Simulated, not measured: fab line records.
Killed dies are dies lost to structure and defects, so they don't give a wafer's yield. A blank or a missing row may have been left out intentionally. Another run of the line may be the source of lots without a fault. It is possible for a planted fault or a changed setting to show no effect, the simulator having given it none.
Matching of chambers	flow sky130	SKY_CONTACT_CVD_00 on pecvd-01: 3 sister chambers
The step deposits Si3N4, target thk 75 nm. 3 wafers are shown with their chamber, then 7 later ones without.

## WAFERS, EACH WITH ITS CHAMBER
wafer	chamber	heater power w (W)
L990.3	0	611
L990.5	2	625
L992.4	1	640

## WAFERS MISSING THEIR CHAMBER
wafer	heater power w (W)
L992.5	679
L995.1	704
L995.4	709
L995.5	622
L998.2	571
L998.3	638
L998.4	559

## CHAMBER TAKEN BY EACH
wafer	from the rows above	in truth
L992.5	can't be placed: 1 or 2 or 0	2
L995.1	can't be placed: 1 or 2 or 0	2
L995.4	can't be placed: 1 or 2 or 0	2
L995.5	can't be placed: 2 or 0 or 1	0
L998.2	can't be placed: 0 or 2 or 1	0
L998.3	can't be placed: 1 or 2 or 0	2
L998.4	can't be placed: 0 or 2 or 1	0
Placed correctly: 0 of 7. Can't be placed from these rows: 7 (the true chamber is among the candidates in 7). 0 placed wrongly.
How it was worked out, from the rows above alone: a wafer's distance from a chamber is the root of the sum, over the readings, of the square of ((its reading less the chamber's mean) divided by the reading's scatter). The wafer belongs to the nearest chamber; if the next one is less than 2 further off, it can't be placed. Each chamber's mean is taken over the wafers shown for it. The scatter (one wafer shown for each chamber): square how far every hidden wafer sits from the nearest shown wafer, average those squares and take the square root.
